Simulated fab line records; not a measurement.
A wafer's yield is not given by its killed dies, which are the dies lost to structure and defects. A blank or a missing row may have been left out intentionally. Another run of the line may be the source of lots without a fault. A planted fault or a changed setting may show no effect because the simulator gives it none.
The tool behind it: which one? || flow gf180mcu || 12 lots with 35 wafers sampled at 4 steps, on a route of 602 steps

== WHAT THE GAUGES READ, wafer by wafer ==
GF_V3_THK_MEAS_03. Usual: V3_CVD_02_THK typically reads 854 nm, with standard deviation 8.6.
{"lot": "L421", "measured": "day 21 17:22", "on": "film metro-03", "V3_CVD_02_THK (nm)": "840 848 856", "flag": ""}
{"lot": "L422", "measured": "day 21 21:22", "on": "film metro-02", "V3_CVD_02_THK (nm)": "849 845 866", "flag": ""}
{"lot": "L423", "measured": "day 21 23:23", "on": "film metro-03", "V3_CVD_02_THK (nm)": "839 843 850", "flag": ""}
{"lot": "L426", "measured": "day 23 05:00", "on": "film metro-04", "V3_CVD_02_THK (nm)": "848 854 864", "flag": ""}
{"lot": "L428", "measured": "day 24 06:37", "on": "film metro-03", "V3_CVD_02_THK (nm)": "847 847 862", "flag": ""}
{"lot": "L430", "measured": "day 24 17:49", "on": "film metro-04", "V3_CVD_02_THK (nm)": "846 863 863", "flag": ""}
{"lot": "L432", "measured": "day 25 15:33", "on": "film metro-04", "V3_CVD_02_THK (nm)": "844 847 854", "flag": ""}
{"lot": "L436", "measured": "day 26 20:49", "on": "film metro-04", "V3_CVD_02_THK (nm)": "845 863", "flag": ""}
{"lot": "L438", "measured": "day 27 09:06", "on": "film metro-04", "V3_CVD_02_THK (nm)": "866 866 863", "flag": ""}
{"lot": "L441", "measured": "day 27 23:28", "on": "film metro-03", "V3_CVD_02_THK (nm)": "854 873 871", "flag": ""}
{"lot": "L443", "measured": "day 28 17:10", "on": "film metro-03", "V3_CVD_02_THK (nm)": "849 855 863", "flag": ""}
{"lot": "L444", "measured": "day 28 17:28", "on": "film metro-04", "V3_CVD_02_THK (nm)": "847 858 857", "flag": ""}

GF_V4_CD_MEAS_14: target cd 260 nm. Usual: 259.9 nm for cd nm, sd 1.1.
{"lot": "L421", "measured": "day 24 17:08", "on": "cd sem-01", "cd nm (nm)": "260.5 262.1 261.1", "flag": ""}
{"lot": "L422", "measured": "day 24 21:18", "on": "cd sem-01", "cd nm (nm)": "259.3 259.5 259.0", "flag": ""}
{"lot": "L423", "measured": "day 24 23:05", "on": "cd sem-02", "cd nm (nm)": "259.6 259.0 259.8", "flag": ""}
{"lot": "L426", "measured": "day 26 00:55", "on": "cd sem-02", "cd nm (nm)": "260.5 260.8 259.9", "flag": ""}
{"lot": "L428", "measured": "day 27 00:02", "on": "cd sem-02", "cd nm (nm)": "258.1 259.4 258.9", "flag": ""}
{"lot": "L430", "measured": "day 27 11:16", "on": "cd sem-02", "cd nm (nm)": "263.1 262.1 262.5", "flag": ""}
{"lot": "L432", "measured": "day 28 07:29", "on": "cd sem-02", "cd nm (nm)": "258.7 259.5 260.3", "flag": ""}
{"lot": "L436", "measured": "day 29 11:05", "on": "cd sem-01", "cd nm (nm)": "260.3 259.9", "flag": ""}
{"lot": "L438", "measured": "day 29 22:56", "on": "cd sem-02", "cd nm (nm)": "259.2 259.0 259.9", "flag": ""}
{"lot": "L441", "measured": "day 30 11:13", "on": "cd sem-01", "cd nm (nm)": "260.4 259.4 258.8", "flag": ""}
{"lot": "L443", "measured": "day 31 04:34", "on": "cd sem-02", "cd nm (nm)": "261.2 261.1 261.4", "flag": ""}
{"lot": "L444", "measured": "day 31 04:49", "on": "cd sem-01", "cd nm (nm)": "259.5 260.6 260.2", "flag": ""}

== TOOL THAT RAN EACH LOT (tool first, then ch and the chambers of the sampled wafers, then the start) ==
{"lot": "L421", "GF_M4_STRIP_17": "plasma asher-04 ch 0,1, day 23 18:06", "GF_V4_CMP_04": "cmp-02 ch 0,1,2, day 23 19:07"}
{"lot": "L422", "GF_M4_STRIP_17": "plasma asher-01 ch 0, day 23 21:50", "GF_V4_CMP_04": "cmp-01 ch 0,1,2, day 23 22:38"}
{"lot": "L423", "GF_M4_STRIP_17": "plasma asher-01 ch 0,1, day 23 23:37", "GF_V4_CMP_04": "cmp-02 ch 0,3, day 24 00:24"}
{"lot": "L426", "GF_M4_STRIP_17": "plasma asher-02 ch 0,1, day 25 02:47", "GF_V4_CMP_04": "cmp-01 ch 2,3, day 25 03:33"}
{"lot": "L428", "GF_M4_STRIP_17": "plasma asher-02 ch 0,1, day 26 02:34", "GF_V4_CMP_04": "cmp-01 ch 0,1,3, day 26 03:21"}
{"lot": "L430", "GF_M4_STRIP_17": "plasma asher-02 ch 0,1, day 26 14:20", "GF_V4_CMP_04": "cmp-02 ch 0,1,3, day 26 15:15"}
{"lot": "L432", "GF_M4_STRIP_17": "plasma asher-04 ch 0,1, day 27 10:25", "GF_V4_CMP_04": "cmp-02 ch 0,1,3, day 27 11:17"}
{"lot": "L436", "GF_M4_STRIP_17": "plasma asher-04 ch 0,1, day 28 14:40", "GF_V4_CMP_04": "cmp-01 ch 1,3, day 28 15:43"}
{"lot": "L438", "GF_M4_STRIP_17": "plasma asher-04 ch 0,1, day 29 02:20", "GF_V4_CMP_04": "cmp-02 ch 2,3, day 29 03:40"}
{"lot": "L441", "GF_M4_STRIP_17": "plasma asher-04 ch 0,1, day 29 16:19", "GF_V4_CMP_04": "cmp-02 ch 0,2,3, day 29 17:12"}
{"lot": "L443", "GF_M4_STRIP_17": "plasma asher-02 ch 0,1, day 30 09:22", "GF_V4_CMP_04": "cmp-02 ch 0,1, day 30 10:11"}
{"lot": "L444", "GF_M4_STRIP_17": "plasma asher-01 ch 0,1, day 30 09:47", "GF_V4_CMP_04": "cmp-02 ch 2,3, day 30 10:38"}
- GF_M4_STRIP_17: strips in O2/N2.
- GF_V4_CMP_04: polishes SiO2.

== AS READ BY THE TOOLS THEMSELVES (means over the sampled wafers that have a number; for cases with no such wafer, the mark the record gives instead) ==
GF_M4_STRIP_17. Usual: drypump motor current A 6.06 A, standard deviation 0.23; heater power w 329 W, standard deviation 12; oes product au 0.536 a.u., standard deviation 0.0045; platen temp c 250.04 C, standard deviation 0.18; strip time to endpoint s 7.36 s, standard deviation 0.062.
{"lot": "L421", "tool": "plasma asher-04", "drypump motor current A (A)": 5.95, "heater power w (W)": 337, "oes product au (a.u.)": 0.536, "platen temp c (C)": 249.95, "strip time to endpoint s (s)": 7.29, "flag": ""}
{"lot": "L422", "tool": "plasma asher-01", "drypump motor current A (A)": 5.78, "heater power w (W)": 333, "oes product au (a.u.)": 0.532, "platen temp c (C)": 249.79, "strip time to endpoint s (s)": 7.24, "flag": ""}
{"lot": "L423", "tool": "plasma asher-01", "drypump motor current A (A)": 6.18, "heater power w (W)": 318, "oes product au (a.u.)": 0.537, "platen temp c (C)": 250.09, "strip time to endpoint s (s)": 7.43, "flag": ""}
{"lot": "L426", "tool": "plasma asher-02", "drypump motor current A (A)": 6.10, "heater power w (W)": 336, "oes product au (a.u.)": 0.538, "platen temp c (C)": 250.20, "strip time to endpoint s (s)": 7.37, "flag": ""}
{"lot": "L428", "tool": "plasma asher-02", "drypump motor current A (A)": 6.11, "heater power w (W)": 326, "oes product au (a.u.)": 0.534, "platen temp c (C)": 250.01, "strip time to endpoint s (s)": 7.32, "flag": ""}
{"lot": "L430", "tool": "plasma asher-02", "drypump motor current A (A)": 6.11, "heater power w (W)": 328, "oes product au (a.u.)": 0.537, "platen temp c (C)": 250.11, "strip time to endpoint s (s)": 7.30, "flag": ""}
{"lot": "L432", "tool": "plasma asher-04", "drypump motor current A (A)": 6.04, "heater power w (W)": 326, "oes product au (a.u.)": 0.539, "platen temp c (C)": 249.91, "strip time to endpoint s (s)": 7.36, "flag": ""}
{"lot": "L436", "tool": "plasma asher-04", "drypump motor current A (A)": 5.99, "heater power w (W)": 334, "oes product au (a.u.)": 0.540, "platen temp c (C)": 249.87, "strip time to endpoint s (s)": 7.42, "flag": ""}
{"lot": "L438", "tool": "plasma asher-04", "drypump motor current A (A)": 5.94, "heater power w (W)": 334, "oes product au (a.u.)": 0.535, "platen temp c (C)": 250.16, "strip time to endpoint s (s)": 7.31, "flag": ""}
{"lot": "L441", "tool": "plasma asher-04", "drypump motor current A (A)": 5.96, "heater power w (W)": 339, "oes product au (a.u.)": 0.533, "platen temp c (C)": 249.98, "strip time to endpoint s (s)": 7.30, "flag": ""}
{"lot": "L443", "tool": "plasma asher-02", "drypump motor current A (A)": 6.12, "heater power w (W)": 331, "oes product au (a.u.)": 0.540, "platen temp c (C)": 250.11, "strip time to endpoint s (s)": 7.40, "flag": ""}
{"lot": "L444", "tool": "plasma asher-01", "drypump motor current A (A)": 6.19, "heater power w (W)": 325, "oes product au (a.u.)": 0.543, "platen temp c (C)": 250.06, "strip time to endpoint s (s)": 7.43, "flag": ""}

GF_V4_CMP_04. Usual: motor current A 13.3 A, standard deviation 0.82; time to endpoint s 84 s, standard deviation 5.5.
{"lot": "L421", "tool": "cmp-02", "motor current A (A)": 13.6, "time to endpoint s (s)": 85, "flag": ""}
{"lot": "L422", "tool": "cmp-01", "motor current A (A)": 13.1, "time to endpoint s (s)": 89, "flag": ""}
{"lot": "L423", "tool": "cmp-02", "motor current A (A)": 13.0, "time to endpoint s (s)": 85, "flag": ""}
{"lot": "L426", "tool": "cmp-01", "motor current A (A)": 13.6, "time to endpoint s (s)": 88, "flag": ""}
{"lot": "L428", "tool": "cmp-01", "motor current A (A)": 12.2, "time to endpoint s (s)": 79, "flag": ""}
{"lot": "L430", "tool": "cmp-02", "motor current A (A)": 13.2, "time to endpoint s (s)": 81, "flag": ""}
{"lot": "L432", "tool": "cmp-02", "motor current A (A)": 13.3, "time to endpoint s (s)": 80, "flag": ""}
{"lot": "L436", "tool": "cmp-01", "motor current A (A)": 13.6, "time to endpoint s (s)": 93, "flag": ""}
{"lot": "L438", "tool": "cmp-02", "motor current A (A)": 13.2, "time to endpoint s (s)": 90, "flag": ""}
{"lot": "L441", "tool": "cmp-02", "motor current A (A)": 13.2, "time to endpoint s (s)": 84, "flag": ""}
{"lot": "L443", "tool": "cmp-02", "motor current A (A)": 13.6, "time to endpoint s (s)": 84, "flag": ""}
{"lot": "L444", "tool": "cmp-02", "motor current A (A)": 13.1, "time to endpoint s (s)": 88, "flag": ""}

== THE ANSWER, worked out from the rows above alone ==
Rule: a lot counts as off when the mean over its wafers that have a number is more than 3 standard deviations away from the usual mean. Also off: a lot with no number at a reading for which 4 or more lots have one. Any other lot the step has rows for is counted as sound. Order of review: gauges by route order, followed by the tools' own readings, for which a lot's mean as printed above is used. At the first step where some lot is off, the reading lying furthest off is the one used; lots without a number count as furthest.
No lot is off on any of the readings shown, so nothing can be concluded from this.

== WHAT THE SIMULATOR PUT IN ==
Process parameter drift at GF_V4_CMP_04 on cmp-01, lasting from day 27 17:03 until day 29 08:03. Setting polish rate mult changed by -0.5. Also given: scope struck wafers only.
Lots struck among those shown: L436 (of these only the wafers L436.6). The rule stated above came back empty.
